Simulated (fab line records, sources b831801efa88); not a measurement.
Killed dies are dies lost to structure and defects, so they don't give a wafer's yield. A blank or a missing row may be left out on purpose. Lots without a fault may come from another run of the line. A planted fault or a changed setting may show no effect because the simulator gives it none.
fab line records | flow sky130
record lots=6 wafers=18 last_day=48
route steps=708 shown VT_ADJUST_NCORE@125 VT_ADJUST_HVTR@131 VT_ADJUST_PCH@143
lots that met no fault: from a run of the same line without faults
start_h: hours from the record's first day to the start of the lot's first wafer shown | wait_h: hours since the lot's step before | " the same as in the row above | L1.1+2: a row that stands for several wafers | - no value, or no start given | * or withheld: withheld | < > ~ a bound
route shown NAME@n: a module of which the file shows steps, and the number in the route of the first | usual: mean/standard deviation of fault-free wafers | same: alike in all rows | chamber/n: place in a boat | sites: the reading at each site | _std_site: their standard deviation | _edge_site: outer sites' mean less inner sites' | radius_mm: how far each site lies from the wafer's centre | mask NAME#n: copy n | behind: the tool/chamber that last shaped the wafer | hold: why the lot was held/for how many hours/how that ended | device: the transistor (n, p or np) that didn't switch | end of line: the same wafers' tests at the end of the route | a step without rows: its recipe alone | killed: dies lost to structure and defects at the first sort, not the wafer's yield | map: a wafer's dies, x killed, . not, _ none there
set.NAME: the setting as run; set.NAME@STEP: as run at that earlier step | model.NAME: the simulator's own value behind a step, which no gauge read
lots at some steps of the route; a table a step, a row a wafer
services: from which hour (start_h, from the record's first day; less than 0 if before it) a tool's chamber was out of use, for how many hours, and why
## steps
# step SKY_VT_ADJUST_NCORE_DEVELOP_06
# recipe resist=NOVOLAK developer=TMAH develop_time_s=60 dev_temp_c=23
# step SKY_VT_ADJUST_NCORE_CD_MEAS_07
# recipe target_cd_nm=380
# usual cd_nm=379.9/2.7
# columns lot.wafer tool chamber start_h wait_h cd_nm
L535.4 cd_sem-02 - 211.50 0.1 377.4
L535.5 " - " " 378.7
L535.6 " - " " 378.9
L536.2 cd_sem-02 - 223.51 0.1 379.5
L536.3 " - " " 379.3
L536.6 " - " " 378.6
L537.2 cd_sem-01 - 227.61 0.1 375.8
L537.3 " - " " 375.0
L537.4 " - " " 374.6
L538.1 cd_sem-01 - 231.49 0.1 376.1
L538.2 " - " " 374.4
L538.5 " - " " 377.2
L539.2 cd_sem-02 - 241.19 0.1 377.9
L539.3 " - " " 379.2
L539.5 " - " " 378.9
L540.3 cd_sem-02 - 245.72 0.1 381.1
L540.4 " - " " 380.0
L540.5 " - " " 380.6
# step SKY_VT_ADJUST_NCORE_OVL_MEAS_08
# usual VT_ADJUST_NCORE_OVL=0.0/1.2
# columns lot.wafer tool chamber start_h wait_h VT_ADJUST_NCORE_OVL[nm]
L535.4 overlay-01 - 211.57 0.1 -0.5
L535.5 " - " " 0.4
L535.6 " - " " 0.8
L536.2 overlay-02 - 223.61 0.1 -1.2
L536.3 " - " " 0.2
L536.6 " - " " 0.3
L537.2 overlay-01 - 227.71 0.1 2.8
L537.3 " - " " 1.4
L537.4 " - " " 1.6
L538.1 overlay-02 - 231.61 0.1 -2.6
L538.2 " - " " -0.8
L538.5 " - " " -1.0
L539.2 overlay-02 - 241.30 0.1 -0.1
L539.3 " - " " 0.0
L539.5 " - " " -0.1
L540.3 overlay-02 - 245.82 0.1 0.3
L540.4 " - " " 0.8
L540.5 " - " " 2.7
# step SKY_VT_ADJUST_NCORE_IMPLANT_09
# recipe species=B energy_kev=10 dose_cm2=2.4e+12 tilt_deg=withheld
# step SKY_VT_ADJUST_NCORE_STRIP_10
# recipe chemistry=O2/N2 power_w=1400 pressure_mtorr=1500 platen_temp_c=withheld o2_flow_sccm=3000 n2_flow_sccm=300 overash_fraction=0.5
# usual drypump_motor_current_A=6.2/0.43 oes_product_au=0.715/0.0047 strip_time_to_endpoint_s=14.17/0.037
# columns lot.wafer tool chamber start_h wait_h drypump_motor_current_A oes_product_au rf_hours_counter_h strip_time_to_endpoint_s
L535.4 plasma_asher-04 1 211.78 0.1 6.3 0.715 - 14.12
L535.5 " 1 " " 6.3 0.714 - 14.10
L535.6 " 0 " " 6.5 0.710 - 14.09
L536.2 plasma_asher-03 0 223.79 0.1 5.9 0.713 41 14.10
L536.3 " 1 " " 6.8 0.711 - 14.12
L536.6 " 0 " " 5.9 0.722 - 14.10
L537.2 plasma_asher-03 1 227.89 0.1 6.8 0.719 42 14.14
L537.3 " 1 " " 6.8 0.721 - 14.15
L537.4 " 0 " " 5.9 0.718 - 14.15
L538.1 plasma_asher-02 1 231.79 0.1 5.9 0.716 52 14.21
L538.2 " 0 " " 5.5 0.709 52 14.16
L538.5 " 1 " " 5.9 0.718 - 14.15
L539.2 plasma_asher-04 0 241.48 0.1 6.5 0.719 54 14.11
L539.3 " 0 " " 6.5 0.715 - 14.14
L539.5 " 1 " " 6.3 0.719 - 14.12
L540.3 plasma_asher-03 0 246.02 0.1 5.9 0.715 - 14.22
L540.4 " 1 " " 6.8 0.722 - 14.20
L540.5 " 1 " " 6.8 0.714 - 14.15
# step SKY_VT_ADJUST_NCORE_TW_MEAS_11
# usual VT_ADJUST_NCORE_TW=219/3
# columns lot.wafer tool chamber start_h wait_h VT_ADJUST_NCORE_TW
L535.4 film_metro-04 - 211.87 0.1 222
L535.5 " - " " 221
L535.6 " - " " 221
L536.2 film_metro-02 - 223.90 0.1 222
L536.3 " - " " 221
L536.6 " - " " 220
L537.2 film_metro-04 - 228.00 0.1 221
L537.3 " - " " 222
L537.4 " - " " 223
L538.1 film_metro-02 - 231.89 0.1 221
L538.2 " - " " 221
L538.5 " - " " 221
L539.2 film_metro-02 - 241.59 0.1 223
L539.3 " - " " 223
L539.5 " - " " 223
L540.3 film_metro-03 - 246.11 0.1 218
L540.4 " - " " 217
L540.5 " - " " 217
# step SKY_VT_ADJUST_HVTR_DEHYDRATE_00
# recipe temp_c=200 time_s=60
# step SKY_VT_ADJUST_HVTR_HMDS_01
# recipe prime_time_s=60 prime_temp_c=120
# step SKY_VT_ADJUST_HVTR_COAT_02
# recipe resist=NOVOLAK spin_rpm=3000 resist_thk_nm=1140
# step SKY_VT_ADJUST_HVTR_SOFTBAKE_03
# recipe temp_c=90 time_s=60 resist=NOVOLAK
# step SKY_VT_ADJUST_HVTR_EXPOSE_04
# recipe mask_id=HVTRM target_cd_nm=380 na=0.6 source_shape=conventional sigma_outer=0.6 dose_mj=150
# step SKY_VT_ADJUST_HVTR_PEB_05
# recipe temp_c=withheld time_s=* resist=NOVOLAK
# step SKY_VT_ADJUST_HVTR_DEVELOP_06
# recipe develop_time_s=60 dev_temp_c=23
# usual exhaust_pa=45.1/0.83
# columns lot.wafer tool chamber start_h wait_h exhaust_pa
L535.4 litho_track-04 0 235.31 0.1 44.1
L535.5 " 0 " " 44.9
L535.6 " 0 " " 44.0
L536.2 litho_track-04 0 247.51 0.1 45.4
L536.3 " 0 " " 44.7
L536.6 " 0 " " 44.9
L537.2 litho_track-04 0 252.06 0.1 46.4
L537.3 " 0 " " 46.6
L537.4 " 0 " " 45.2
L538.1 litho_track-01 0 256.21 0.1 45.1
L538.2 " 0 " " 44.5
L538.5 " 0 " " 44.0
L539.2 litho_track-02 0 265.25 0.1 46.2
L539.3 " 0 " " 45.2
L539.5 " 0 " " 44.6
L540.3 litho_track-04 0 269.88 0.1 44.9
L540.4 " 0 " " 44.9
L540.5 " 0 " " 44.7
# step SKY_VT_ADJUST_HVTR_CD_MEAS_07
# recipe target_cd_nm=380
# usual cd_nm=381.1/2.5
# columns lot.wafer tool chamber start_h wait_h cd_nm
L535.4 cd_sem-02 - 235.45 0.1 383.0
L535.5 " - " " 382.5
L535.6 " - " " 383.3
L536.2 cd_sem-02 - 247.65 0.1 376.0
L536.3 " - " " 379.7
L536.6 " - " " 377.2
L537.2 cd_sem-01 - 252.20 0.1 -
L537.3 " - " " 377.5
L537.4 " - " " -
L538.1 cd_sem-02 - 256.36 0.1 377.6
L538.2 " - " " 376.0
L538.5 " - " " 379.6
L539.2 cd_sem-01 - 265.39 0.1 379.6
L539.3 " - " " 380.2
L539.5 " - " " 379.9
L540.3 cd_sem-02 - 270.02 0.1 383.1
L540.4 " - " " -
L540.5 " - " " 384.6
# step SKY_VT_ADJUST_HVTR_OVL_MEAS_08
# usual VT_ADJUST_HVTR_OVL=-0.3/1.5
# columns lot.wafer tool chamber start_h wait_h VT_ADJUST_HVTR_OVL[nm]
L535.4 overlay-02 - 235.52 0.1 -2.9
L535.5 " - " " -2.7
L535.6 " - " " -2.8
L536.2 overlay-02 - 247.76 0.1 0.7
L536.3 " - " " 0.5
L536.6 " - " " 0.1
L537.2 overlay-02 - 252.31 0.1 -
L537.3 " - " " -2.8
L537.4 " - " " -
L538.1 overlay-02 - 256.48 0.1 0.6
L538.2 " - " " 3.2
L538.5 " - " " 1.8
L539.2 overlay-01 - 265.50 0.1 3.1
L539.3 " - " " 3.3
L539.5 " - " " 2.9
L540.3 overlay-02 - 270.12 0.1 0.1
L540.4 " - " " -
L540.5 " - " " 0.2
# step SKY_VT_ADJUST_HVTR_IMPLANT_09
# recipe species=B energy_kev=10 dose_cm2=2.1e+12 tilt_deg=withheld
# step SKY_VT_ADJUST_HVTR_STRIP_10
# recipe chemistry=O2/N2 power_w=1400 pressure_mtorr=1500 platen_temp_c=withheld o2_flow_sccm=3000 n2_flow_sccm=300 overash_fraction=0.5
# usual drypump_motor_current_A=5.7/0.48 oes_product_au=0.716/0.0045 strip_time_to_endpoint_s=14.18/0.04
# columns lot.wafer tool chamber start_h wait_h drypump_motor_current_A oes_product_au rf_hours_counter_h strip_time_to_endpoint_s
L535.4 plasma_asher-02 0 235.72 0.1 5.5 0.706 - 14.08
L535.5 " 0 " " 5.5 0.725 - 14.14
L535.6 " 1 " " 5.9 0.716 - 14.16
L536.2 plasma_asher-01 0 247.94 0.1 5.2 0.718 11 14.27
L536.3 " 0 " " 5.1 0.714 - 14.21
L536.6 " 1 " " 5.6 0.716 - 14.23
L537.2 plasma_asher-01 0 252.49 0.1 5.1 0.717 11 14.19
L537.3 " 0 " " 5.1 0.716 - 14.22
L537.4 " 1 " " 5.6 0.716 - 14.21
L538.1 plasma_asher-02 0 256.66 0.1 5.5 0.712 54 14.22
L538.2 " 1 " " 5.9 0.727 54 14.27
L538.5 " 0 " " 5.5 0.713 - 14.23
L539.2 plasma_asher-02 1 265.68 0.1 5.9 0.718 55 14.21
L539.3 " 0 " " 5.5 0.720 - 14.18
L539.5 " 1 " " 5.9 0.715 - 14.17
L540.3 plasma_asher-04 0 270.32 0.1 6.5 0.720 - 14.15
L540.4 " 1 " " 6.3 0.715 - 14.16
L540.5 " 1 " " 6.4 0.717 - 14.13
# step SKY_VT_ADJUST_HVTR_TW_MEAS_11
# usual VT_ADJUST_HVTR_TW=209.2/2.3
# columns lot.wafer tool chamber start_h wait_h VT_ADJUST_HVTR_TW
L535.4 film_metro-03 - 235.82 0.1 207.3
L535.5 " - " " 206.9
L535.6 " - " " 209.0
L536.2 film_metro-01 - 248.05 0.1 208.3
L536.3 " - " " 207.7
L536.6 " - " " 208.5
L537.2 film_metro-01 - 252.60 0.1 29.5
L537.3 " - " " 207.1
L537.4 " - " " 29.6
L538.1 film_metro-01 - 256.76 0.1 207.7
L538.2 " - " " 207.7
L538.5 " - " " 207.6
L539.2 film_metro-01 - 265.79 0.1 208.8
L539.3 " - " " 208.9
L539.5 " - " " 208.4
L540.3 film_metro-01 - 270.41 0.1 208.4
L540.4 " - " " 29.6
L540.5 " - " " 208.3
# step SKY_VT_ADJUST_PCH_DEHYDRATE_00
# recipe temp_c=200 time_s=60
## services
# columns tool chamber start_h hours kind
plasma_asher-01 - 203.59 14.6 pm
## key
first_sign step=SKY_VT_ADJUST_HVTR_CD_MEAS_07 reading=cd_nm direction=missing
effect step=SKY_VT_ADJUST_HVTR_OVL_MEAS_08 reading=VT_ADJUST_HVTR_OVL direction=missing
effect step=SKY_VT_ADJUST_HVTR_TW_MEAS_11 reading=VT_ADJUST_HVTR_TW direction=down sigmas=78 usual=209.2 struck=29.6
met_at SKY_VT_ADJUST_HVTR_DEVELOP_06
struck_wafers L537.2,L537.4,L540.4
sort_left_out L537.2,L537.4,L540.4
tester_left_out L537,L540
onset_between 247.51 252.06
fault kind=process_parameter_drift tool=litho_track-04 chamber=- onset_h=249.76 steps=SKY_VT_ADJUST_HVTR_DEVELOP_06 channel=develop_time_s offset=* shape=step end_h=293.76 scope=struck_wafers_only acts_in=* stated=*
# tester_left_out: of these lots the tester's yield and bins aren't shown, on N5 and GAA mostly nor the transistor test; their killed dies are dies lost to structure and defects alone, not to doping, threshold or leakage, so they don't give the yield
# sort_left_out: the simulated sort isn't trusted on such a fault, so these wafers' sort isn't shown, and their yield isn't known
